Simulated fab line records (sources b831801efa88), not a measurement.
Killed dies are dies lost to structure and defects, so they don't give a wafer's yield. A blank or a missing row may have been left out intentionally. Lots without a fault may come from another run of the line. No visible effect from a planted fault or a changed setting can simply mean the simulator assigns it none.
A single fault, viewed from 2 desks    flow sky130    every desk sees just its own numbers, and what lay behind them comes last

METROLOGY DESK
What the gauges read, lot by lot, whatever tool the lot ran on: means of the sampled wafers that have a number. If a lot's mean is further than 4 standard deviations from the usual mean, the lot is out of limits and carries the mark OUT (the distance appears in the brackets).
Columns: A = cd_nm at SKY_VIA2_CD_MEAS_12, usual 200.1 nm; B = CAPM_OVL at SKY_CAPM_OVL_MEAS_12, usual -0.8 nm; C = cd_nm at SKY_METAL3_CD_MEAS_13, usual 300.5 nm
lot   first seen here  A      B     C
L911  day 36 00:34     201.5  0.9   300.5
L912  day 36 18:01     198.3  -0.1  302.3
L917  day 38 14:47     199.5  0.2   301.0
L918  day 39 04:10     197.6  -0.4  299.4
L924  day 41 00:11     200.3  -1.1  297.2
L925  day 41 06:28     199.8  0.3   298.5
L927  day 41 09:31     199.1  -1.5  299.8
L929  day 41 22:52     199.5  0.3   302.8
L928  day 42 02:36     198.2  -1.8  299.2
L930  day 42 07:57     200.3  -1.5  301.3
L931  day 42 11:35     201.0  -0.4  302.9
L932  day 42 15:11     200.4  0.1   298.3
L933  day 42 23:18     201.4  0.3   300.2
This desk found nothing out of limits on any of the 13 lots.

TOOL OWNER'S DESK, wet_bench-01
The tool's own readings at SKY_CAPM_STRIP_15 (strips in post etch residue remover, time 1200 s): means of the sampled wafers that have a number, for each lot that ran on this tool. If a lot's mean is further than 4 standard deviations from the usual mean, the lot is out of limits and carries the mark OUT (the distance appears in the brackets).
Columns: A = run_length_s at SKY_CAPM_STRIP_15, usual 1228 s
lot   first seen here  A
L912  day 37 22:14     1226
L917  day 39 17:59     1315 (+26) OUT
L918  day 40 06:38     1314 (+26) OUT
L931  day 43 13:14     1233
L933  day 44 00:05     1225
This desk's finding: out of limits on L917, L918; first on L917, day 39 17:59 (run_length_s at SKY_CAPM_STRIP_15). L912, L931, L933 stayed within limits.

TAKEN TOGETHER
The tool owner's desk had the chance to raise an alarm at day 39 17:59 on L917, L918.
Nothing out of limits was seen by the metrology desk.
The metrology desk has L917, L918 on record, within its limits.
Every lot named ran SKY_CAPM_STRIP_15 on wet_bench-01.

WHAT THE SIMULATOR HAD PUT IN
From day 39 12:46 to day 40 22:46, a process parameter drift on wet_bench-01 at SKY_CAPM_STRIP_15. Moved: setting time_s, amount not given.
Lots struck among those shown: L917, L918.
Time in hours from fault onset to the first out-of-limits reading at each desk: the tool owner's desk, 5.
